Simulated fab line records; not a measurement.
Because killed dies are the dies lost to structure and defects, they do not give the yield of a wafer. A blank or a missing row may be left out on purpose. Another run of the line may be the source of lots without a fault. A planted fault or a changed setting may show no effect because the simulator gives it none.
fab line records    flow sky130
record: lots: 4  wafers: 12  last_day: 50
route steps=708 shown SONOS_TUNNEL@160 SONOS_ONO@168 GATE_OXIDE@187 PAD_OPEN@708
lots that met no fault: taken from a fault-free run of the same line
start_h: hours from the record's opening day to when the first of the lot's shown wafers began    wait_h: hours elapsed since this lot's preceding step    " same as the row above    L1.1+2: a row that stands for several wafers    - no value, or no start was given    * or withheld: withheld    < > ~ a bound
route shown NAME@n: names a module that has steps shown in the file, with the first one's number in the route    usual: mean/standard deviation taken from wafers without a fault    same: alike in all rows    chamber/n: place in a boat    sites: each site's reading    _std_site: standard deviation of those values    _edge_site: mean of outer sites minus mean of inner sites    radius_mm: how far each site lies from the wafer's centre    mask NAME#n: copy n    behind: tool/chamber where the wafer was last shaped    hold: cause of the lot's hold/its duration in hours/its outcome    device: the transistor (n, p or np) that didn't switch    end of line: the tests these same wafers got at the end of their route    step lacking rows: just its recipe    killed: dies lost to structure and defects at the first sort, not the wafer's yield    map: a wafer's dies, marking killed ones x, the rest . and places with no die _
set.NAME: setting as actually run; set.NAME@STEP: the setting as run at that earlier step    model.NAME: the simulator's own value behind a step, which no gauge read
lots at selected steps of the route; one table per step, one row per wafer
services: from which hour (start_h, from the record's first day; less than 0 if before it) a tool's chamber was out of use, for how many hours, and why
== steps ==
step: SKY_SONOS_TUNNEL_DEVELOP_06
recipe: resist: NOVOLAK  developer: TMAH  develop_time_s: 60  dev_temp_c: 23
step: SKY_SONOS_TUNNEL_IMPLANT_09
recipe: species: B  energy_kev: 20  dose_cm2: 1e+12  tilt_deg: withheld
step: SKY_SONOS_TUNNEL_WET_ETCH_10
recipe: chemistry: dHF  target_depth_nm: 14  target: SiO2  dilution: 100:1  temp_c: 25  time_s: 280
step: SKY_SONOS_TUNNEL_STRIP_11
recipe: chemistry: SPM  time_s: 600  temp_c: 130
step: SKY_SONOS_TUNNEL_CLEAN_13
recipe: chemistry: dHF  time_s: 20  dilution: 100:1  dry: ipa_marangoni
step: SKY_SONOS_ONO_OXIDATION_00
recipe: temp_c: 800  ambient: O2  idle_temp_c: 700  ramp_up_c_per_min: 10  ramp_down_c_per_min: 3  stabilise_s: 600  purge_s: 300  target_thk_a: 26  ox_time_s: 1249
step: SKY_SONOS_ONO_CVD_02
recipe: material: Si3N4  precursor: DCS/NH3  target_thk_nm: 10.5  temp_c: 770  time_s: 180  pressure_mtorr: 250
step: SKY_SONOS_ONO_CVD_04
recipe: material: SiO2  precursor: SiH4/N2O  target_thk_nm: 5.7199  temp_c: 900  pressure_mtorr: 400
usual: pressure_mtorr: 399.8/0.61
lot.wafer  tool      chamber  start_h  wait_h  pressure_mtorr  model.SiO2_of_SONOS_ONO_CVD_04.thk_nm
L587.1     lpcvd-03  0        356.19   0.1     400.7           5.574
L587.3     "         0        "        "       399.5           5.416
L587.5     "         0        "        "       399.8           5.51
L590.1     lpcvd-03  1        384.15   0.1     320.1           5.07
L590.2     "         1        "        "       319.8           5.118
L590.4     "         1        "        "       319.5           5.167
L591.1     lpcvd-03  1        392.16   0.1     319.0           5.105
L591.2     "         1        "        "       320.3           5.038
L591.5     "         1        "        "       318.7           5.002
L599.1     lpcvd-03  1        465.69   0.1     400.2           5.668
L599.2     "         1        "        "       399.3           5.572
L599.6     "         1        "        "       399.8           5.64
step: SKY_SONOS_ONO_THK_MEAS_05
recipe: reads: SiO2_of_SONOS_ONO_CVD_04
usual: SONOS_ONO_CVD_04_THK: 5.62/0.11
lot.wafer  tool           chamber  start_h  wait_h  hold                      SONOS_ONO_CVD_04_THK[nm]
L587.1     film_metro-02  -        357.44   0.0     -                         5.53
L587.3     "              -        "        "       -                         5.42
L587.5     "              -        "        "       -                         5.53
L590.1     film_metro-01  -        385.40   0.0     await_dispo/0.2h/release  5.03
L590.2     "              -        "        "       await_dispo/0.2h/release  5.14
L590.4     "              -        "        "       await_dispo/0.2h/release  5.13
L590.1     film_metro-01  -        385.74   0.3     -                         5.09
L590.2     "              -        "        "       -                         5.12
L590.4     "              -        "        "       -                         5.20
L591.1     film_metro-02  -        393.41   0.0     await_dispo/0.2h/release  5.12
L591.2     "              -        "        "       await_dispo/0.2h/release  5.02
L591.5     "              -        "        "       await_dispo/0.2h/release  4.97
L591.1     film_metro-02  -        393.64   0.2     -                         5.07
L591.2     "              -        "        "       -                         5.03
L591.5     "              -        "        "       -                         5.03
L599.1     film_metro-02  -        466.94   0.0     -                         5.70
L599.2     "              -        "        "       -                         5.56
L599.6     "              -        "        "       -                         5.62
step: SKY_SONOS_ONO_HMDS_07
recipe: prime_time_s: 60  prime_temp_c: 120
step: SKY_SONOS_ONO_COAT_08
recipe: resist: NOVOLAK  spin_rpm: 3000  resist_thk_nm: 1140
step: SKY_SONOS_ONO_SOFTBAKE_09
recipe: temp_c: 90  time_s: 60  resist: NOVOLAK
step: SKY_SONOS_ONO_EXPOSE_10
recipe: mask_id: ONOM  target_cd_nm: 410  na: 0.6  source_shape: conventional  sigma_outer: 0.6  dose_mj: 150
step: SKY_SONOS_ONO_PEB_11
recipe: temp_c: withheld  time_s: *  resist: NOVOLAK
step: SKY_SONOS_ONO_DEVELOP_12
recipe: develop_time_s: 60  dev_temp_c: 23
step: SKY_SONOS_ONO_ETCH_15
recipe: target_depth_nm: 19.52  chemistry: CHF3/O2  source_w: 600  bias_w: 200  pressure_mtorr: 40  chf3_flow_sccm: 50  O2_flow_sccm: 5  time_s: 7.8
step: SKY_SONOS_ONO_WET_ETCH_16
recipe: chemistry: dHF  target_depth_nm: 14  dry: n2_spin  target: SiO2  dilution: 100:1  temp_c: 25  time_s: 280
step: SKY_SONOS_ONO_STRIP_17
recipe: chemistry: O2/N2  power_w: 1400  pressure_mtorr: 1500  platen_temp_c: withheld  o2_flow_sccm: 3000  n2_flow_sccm: 300  overash_fraction: 0.5
step: SKY_SONOS_ONO_WET_ETCH_18
recipe: chemistry: H3PO4  target_depth_nm: 15  target: Si3N4  temp_c: 160  time_s: 172
step: SKY_GATE_OXIDE_CLEAN_00
recipe: chemistry: SC1/SC2  mix: 1:4:20  temp_c: 70  time_s: 150  dry: n2_spin
step: SKY_GATE_OXIDE_OXIDATION_01
recipe: temp_c: 900  ambient: O2  stabilise_s: 600  purge_s: 300  target_thk_a: 102.68  ox_time_s: 1473
step: SKY_GATE_OXIDE_DEHYDRATE_03
recipe: temp_c: 200  time_s: 60
step: SKY_GATE_OXIDE_HMDS_04
recipe: prime_time_s: 60  prime_temp_c: 120
step: SKY_GATE_OXIDE_COAT_05
recipe: resist: NOVOLAK  spin_rpm: 3000  resist_thk_nm: 1140
step: SKY_GATE_OXIDE_SOFTBAKE_06
recipe: temp_c: 90  time_s: 60  resist: NOVOLAK
step: SKY_GATE_OXIDE_EXPOSE_07
recipe: mask_id: LVOM  na: 0.6  source_shape: conventional  sigma_outer: 0.6  polarization: unpolarized  target_cd_nm: 600  dose_mj: 170
step: SKY_GATE_OXIDE_PEB_08
recipe: temp_c: withheld  time_s: *  resist: NOVOLAK
step: SKY_GATE_OXIDE_DEVELOP_09
recipe: resist: NOVOLAK  developer: TMAH  develop_time_s: 60  dev_temp_c: 23
step: SKY_GATE_OXIDE_IMPLANT_11
recipe: species: B  energy_kev: 10  dose_cm2: 2.6e+12  tilt_deg: withheld
step: SKY_GATE_OXIDE_WET_ETCH_12
recipe: chemistry: dHF  target_depth_nm: 16.8  dry: n2_spin  target: SiO2  dilution: 100:1  temp_c: 25  time_s: 336
step: SKY_GATE_OXIDE_STRIP_13
recipe: chemistry: O2/N2  power_w: 1400  pressure_mtorr: 1500  platen_temp_c: withheld  o2_flow_sccm: 3000  n2_flow_sccm: 300  overash_fraction: 0.5
step: SKY_GATE_OXIDE_CLEAN_15
recipe: chemistry: SC1/SC2  mix: 1:4:20  temp_c: 70  time_s: 150  dry: n2_spin
lot.wafer  tool          chamber  start_h  wait_h  model.SiO2_of_SONOS_ONO_CVD_04.thk_nm
L587.1     wet_bench-03  2        418.50   0.1     4.049
L587.3     "             2        "        "       3.891
L587.5     "             2        "        "       3.987
L590.1     wet_bench-01  2        446.74   0.1     3.548
L590.2     "             2        "        "       3.595
L590.4     "             2        "        "       3.641
L591.1     wet_bench-02  0        456.50   0.1     3.586
L591.2     "             0        "        "       3.518
L591.5     "             0        "        "       3.483
L599.1     wet_bench-02  2        529.49   0.1     4.154
L599.2     "             2        "        "       4.056
L599.6     "             2        "        "       4.124
step: SKY_PAD_OPEN_PROBE_99
usual: killed_at_M0_to_M3: 43/7.8  killed_at_M4_up: 3.2/1.9  killed_at_contacts: 24/5  killed_at_front_end: 14/4.5  killed_at_other: 0.2/0.41  killed_dies: 84/9.6  killed_on_rim: 17/3.8  killed_open: 47/6.9  killed_short: 38/6
same: gross_dies: 492  killed_at_back_side: 0
lot.wafer  tool       chamber  start_h  wait_h  killed_at_M0_to_M3  killed_at_M4_up  killed_at_contacts  killed_at_front_end  killed_at_other  killed_dies  killed_on_rim  killed_open  killed_short  model.etest.cap_ono.gate_log10_a_cm2  model.etest.cap_ono.gate_bv_v  model.etest.cap_ono.tox_acc_nm  model.etest.sonos_programmed.vt_v  model.etest.sonos_baked.vt_v  model.etest.sonos_erased.vt_v  model.etest.sonos_baked.vt_less_v
L587.1     prober-01  -        1154.16  0.1     29                  3                26                  13                   0                71           16             39           32            -7.704                                15.97                          12.63                           1.561                              1.024                         -2.362                         -0.5366
L587.3     prober-01  -        1154.26  0.2     37                  6                23                  22                   0                88           21             50           38            -7.509                                15.86                          12.52                           1.62                               1.115                         -2.421                         -0.5042
L587.5     prober-01  -        1154.36  0.2     40                  0                28                  8                    0                76           14             39           37            -7.622                                16.19                          12.7                            1.552                              1.051                         -2.406                         -0.5016
L590.1     prober-02  -        1168.60  0.1     46                  5                22                  16                   0                89           15             51           38            -7.253                                15.96                          12.38                           1.704                              1.137                         -2.427                         -0.5665
L590.2     prober-02  -        1168.65  0.1     43                  5                17                  14                   0                79           17             39           40            -7.473                                15.87                          12.45                           1.647                              1.103                         -2.441                         -0.5437
L590.4     prober-02  -        1168.75  0.2     42                  6                28                  10                   0                86           15             48           38            -7.511                                15.68                          12.53                           1.632                              1.047                         -2.353                         -0.5848
L591.1     prober-01  -        1175.02  0.1     23                  6                21                  14                   0                64           17             33           31            -7.03                                 15.95                          12.22                           1.725                              1.134                         -2.511                         -0.5911
L591.2     prober-01  -        1175.07  0.1     53                  2                24                  21                   1                101          22             59           42            -7.094                                15.94                          12.21                           1.719                              1.101                         -2.521                         -0.6185
L591.5     prober-01  -        1175.22  0.2     36                  1                23                  19                   0                79           12             42           37            -6.963                                15.14                          12.12                           1.786                              1.135                         -2.526                         -0.6512
L599.1     prober-01  -        1207.56  0.1     48                  4                20                  11                   0                83           14             52           31            -8.076                                16.36                          12.99                           1.455                              0.9533                        -2.183                         -0.5019
L599.2     prober-01  -        1207.61  0.1     41                  1                26                  24                   0                92           23             57           35            -7.932                                16.59                          12.89                           1.492                              1.007                         -2.215                         -0.4847
L599.6     prober-01  -        1207.81  0.2     52                  6                24                  12                   0                94           18             53           41            -8.005                                16.29                          12.98                           1.491                              0.9993                        -2.202                         -0.4913
killed by level:class
L587.1 CONTACT:geometric_particle:open=9 LOCAL_INTERCONNECT:geometric_particle:short=6 FIELD_ISO:geometric_particle:short=5 LI_CONTACT:geometric_particle:open=5 METAL1:geometric_particle:short=5 VIA1:geometric_particle:open=5 VIA3:geometric_particle:open=5 CONTACT:geometric_particle:short=4
L587.3 VIA1:geometric_particle:open=12 POLY_GATE:geometric_particle:open=8 LI_CONTACT:geometric_particle:open=8 LOCAL_INTERCONNECT:geometric_particle:short=6 VIA3:geometric_particle:open=6 CONTACT:geometric_particle:short=5 METAL1:geometric_particle:short=5 VIA2:geometric_particle:open=4
L587.5 METAL1:geometric_particle:short=10 LI_CONTACT:geometric_particle:open=8 VIA1:geometric_particle:open=8 LOCAL_INTERCONNECT:geometric_particle:short=7 VIA1:geometric_particle:short=7 CONTACT:geometric_particle:open=6 FIELD_ISO:geometric_particle:open=5 METAL3:geometric_particle:short=4
L590.1 VIA2:geometric_particle:open=11 LI_CONTACT:geometric_particle:open=8 VIA1:geometric_particle:open=8 METAL2:geometric_particle:short=6 LOCAL_INTERCONNECT:geometric_particle:short=5 CONTACT:geometric_particle:open=5 METAL4:geometric_particle:short=5 VIA3:geometric_particle:open=5
L590.2 VIA3:geometric_particle:open=9 VIA1:geometric_particle:open=8 FIELD_ISO:geometric_particle:short=5 LI_CONTACT:geometric_particle:open=5 CONTACT:geometric_particle:short=5 METAL2:geometric_particle:short=5 METAL4:geometric_particle:short=5 CONTACT:geometric_particle:open=4
L590.4 VIA1:geometric_particle:open=14 CONTACT:geometric_particle:open=10 VIA2:geometric_particle:open=6 LI_CONTACT:geometric_particle:open=5 METAL4:geometric_particle:short=4 VIA1:geometric_particle:short=4 LOCAL_INTERCONNECT:geometric_particle:short=4 CONTACT:geometric_particle:short=4
L591.1 CONTACT:geometric_particle:open=7 CONTACT:geometric_particle:short=5 POLY_GATE:geometric_particle:open=4 LI_CONTACT:geometric_particle:open=4 VIA1:geometric_particle:short=4 VIA3:geometric_particle:open=4 METAL4:geometric_particle:short=4 POLY_GATE:geometric_particle:short=3
L591.2 VIA1:geometric_particle:open=17 METAL1:geometric_particle:short=11 LI_CONTACT:geometric_particle:open=9 VIA2:geometric_particle:open=6 POLY_GATE:geometric_particle:open=5 METAL2:geometric_particle:short=5 VIA3:geometric_particle:open=5 FIELD_ISO:geometric_particle:open=4
L591.5 LI_CONTACT:geometric_particle:open=7 METAL1:geometric_particle:short=7 VIA2:geometric_particle:open=7 CONTACT:geometric_particle:open=6 VIA3:geometric_particle:open=6 METAL3:geometric_particle:short=4 POLY_GATE:geometric_particle:short=4 SPACER:geometric_particle:short=4
L599.1 VIA1:geometric_particle:open=14 VIA3:geometric_particle:open=10 VIA1:geometric_particle:short=8 LI_CONTACT:geometric_particle:open=6 VIA2:geometric_particle:open=6 CONTACT:geometric_particle:open=5 LOCAL_INTERCONNECT:geometric_particle:short=4 CONTACT:geometric_particle:short=4
L599.2 POLY_GATE:geometric_particle:open=9 VIA1:geometric_particle:open=9 VIA2:geometric_particle:open=9 LI_CONTACT:geometric_particle:open=8 CONTACT:geometric_particle:open=7 FIELD_ISO:geometric_particle:open=6 LOCAL_INTERCONNECT:geometric_particle:short=5 CONTACT:geometric_particle:short=5
L599.6 VIA1:geometric_particle:open=11 METAL2:geometric_particle:short=11 LI_CONTACT:geometric_particle:open=10 CONTACT:geometric_particle:open=9 VIA2:geometric_particle:open=6 VIA3:geometric_particle:open=6 FIELD_ISO:geometric_particle:short=4 CONTACT:geometric_particle:short=4
== services ==
tool      chamber  start_h  hours  kind
lpcvd-03  -        395.47   6.1    pm
== key ==
first_sign: step: SKY_SONOS_ONO_CVD_04  reading: pressure_mtorr  direction: down  sigmas: 99+  usual: 399.8  struck: 319.5
effect: step: SKY_SONOS_ONO_THK_MEAS_05  reading: visit  direction: added
effect: step: SKY_SONOS_ONO_THK_MEAS_05  reading: SONOS_ONO_CVD_04_THK  direction: down  sigmas: 5.2  usual: 5.62  struck: 5.07
model_effect: step: SKY_SONOS_ONO_CVD_04  value: SiO2_of_SONOS_ONO_CVD_04.thk_nm  without: 5.687  struck: 5.083
model_effect: step: SKY_GATE_OXIDE_CLEAN_15  value: SiO2_of_SONOS_ONO_CVD_04.thk_nm  without: 4.166  struck: 3.562
model_effect: step: SKY_PAD_OPEN_PROBE_99  value: etest.cap_ono.gate_log10_a_cm2  without: -8.002  struck: -7.221
met_at SKY_SONOS_ONO_CVD_04
struck_wafers L590.1,L590.2,L590.4,L591.1,L591.2,L591.5
tester_left_out L590,L591
onset_between 356.19 384.15
fault: kind: process_parameter_drift  tool: lpcvd-03  chamber: -  onset_h: 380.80  steps: SKY_SONOS_ONO_CVD_04  channel: pressure_mtorr  offset: -80  shape: step  end_h: 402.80  stated: 400
tester_left_out: of these lots the tester's yield and bins aren't shown, on N5 and GAA mostly nor the transistor test; their killed dies are dies lost to structure and defects alone, not to doping, threshold or leakage, so they don't give the yield
